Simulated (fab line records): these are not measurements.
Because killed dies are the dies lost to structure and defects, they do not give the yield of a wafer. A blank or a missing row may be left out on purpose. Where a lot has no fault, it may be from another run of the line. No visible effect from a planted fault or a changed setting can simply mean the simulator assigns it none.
A lot that was struck, set against a sound lot / flow sky130 / 16 steps out of a route of 708
Sound: these wafers, L759.2, L759.3, L759.6. Struck: wafer L774.5 (left out: L774.2, L774.4 of the same lot, which were not struck); the cause appears at the end.
Per side, at each step with rows, come the tool, then ch with its chambers, and then its first start. Under that, the readings that differ: sound wafers / struck wafers / difference of the means / sigmas: that difference in standard deviations of wafers without a fault.
alike: readings whose means differ by less than 2 such deviations, and words and numbers that are the same on both sides. not compared: withheld readings, readings that some wafer has no value for, bounds like >300 that may hide the same value, and numbers for which the record gives no deviation and whose values overlap.
Wherever a step has rows on one side only, a row that says differs or no value, or a row with sigmas, the two part there. When numbers do not overlap yet have no deviation, they are printed without sigmas and do not part them. A reading that every wafer of one side lacks parts them only if that side has two wafers or more.

SKY_METAL3_SPUTTER_04: material TiN, target thk 70 nm, time 58.3 s.
  sound: pvdSputter-01 at day 36 09:37; struck: pvdSputter-04 at day 41 01:17
  alike: throttleValvePct
SKY_CAPM_CVD_00: deposits SiO2, target thk 15.5 nm.
  sound on pecvd-02 ch 0,1,2, day 36 09:40; struck on pecvd-02 ch 2, day 41 01:20
  alike: heaterPowerW
SKY_CAPM_THK_MEAS_01:
  sound: filmMetro-03 at day 36 09:42; struck: filmMetro-03 at day 41 01:22
  alike: CAPM_CVD_00_THK
SKY_CAPM_SPUTTER_02: material TiN, target thk 200 nm, time 166.7 s.
  sound: pvdSputter-02 at day 36 09:45; struck: pvdSputter-01 at day 41 01:25
  alike: throttleValvePct
SKY_CAPM_RS_MEAS_03: measures by four-point-probe.
  sound: filmMetro-01 at day 36 09:52; struck: filmMetro-02 at day 41 01:33
  alike: CAPM_TIN_RS
SKY_CAPM_THK_MEAS_04: measures by xrf.
  sound: filmMetro-01 at day 36 09:59; struck: filmMetro-02 at day 41 01:40
  alike: CAPM_TIN_THK
then, 6 steps without rows for these wafers: SKY_CAPM_DEHYDRATE_05 (time 60 s); SKY_CAPM_HMDS_06 (prime time 60 s); SKY_CAPM_COAT_07 (resist thk 1140 nm); SKY_CAPM_SOFTBAKE_08 (time 60 s); SKY_CAPM_EXPOSE_09 (exposes mask CAPM, target cd 1000 nm); SKY_CAPM_PEB_10.
SKY_CAPM_DEVELOP_11: develop time 60 s.
  sound on lithoTrack-01 ch 0, day 37 11:32; struck on lithoTrack-01 ch 0, day 42 00:44
  alike: developerTempC, exhaustPa
SKY_CAPM_OVL_MEAS_12:
  sound: overlay-01 at day 37 11:40; struck: overlay-01 at day 42 00:52
  alike: CAPM_OVL
SKY_CAPM_METAL_ETCH_13: etches TiN in Cl2/BCl3, stops on SiO2, target depth 220 nm, time 62.9 s.
  sound on rieMetal-04 ch 1, day 37 11:41; struck on rieMetal-04 ch 0, day 42 00:53
reading=drypumpMotorCurrentA (A); sound=5.2 5.1 5.1; struck=6.0; difference=+0.9; sigmas=+2
reading=model.CAPM.cdNm (nm); sound=997.7 999 998; struck=1010; difference=+12; sigmas=
  alike: oesProductAu, throttleValvePct
  not compared: rfHoursCounterH
SKY_CAPM_STRIP_14: strips in O2/N2.
  sound on plasmaAsher-04 ch 0,1, day 37 11:46; struck on plasmaAsher-04 ch 1, day 42 00:58
reading=oesProductAu (a.u.); sound=0.717 0.714 0.709; struck=0.700; difference=-0.013; sigmas=-3
reading=stripTimeToEndpointS (s); sound=12.75 12.71 12.69; struck=12.60; difference=-0.12; sigmas=-3
  alike: drypumpMotorCurrentA
  not compared: rfHoursCounterH

== WHERE THEY PART ==
At SKY_CAPM_METAL_ETCH_13 first; at SKY_CAPM_STRIP_14 last (within this record only).

WHY: what the simulator had put in
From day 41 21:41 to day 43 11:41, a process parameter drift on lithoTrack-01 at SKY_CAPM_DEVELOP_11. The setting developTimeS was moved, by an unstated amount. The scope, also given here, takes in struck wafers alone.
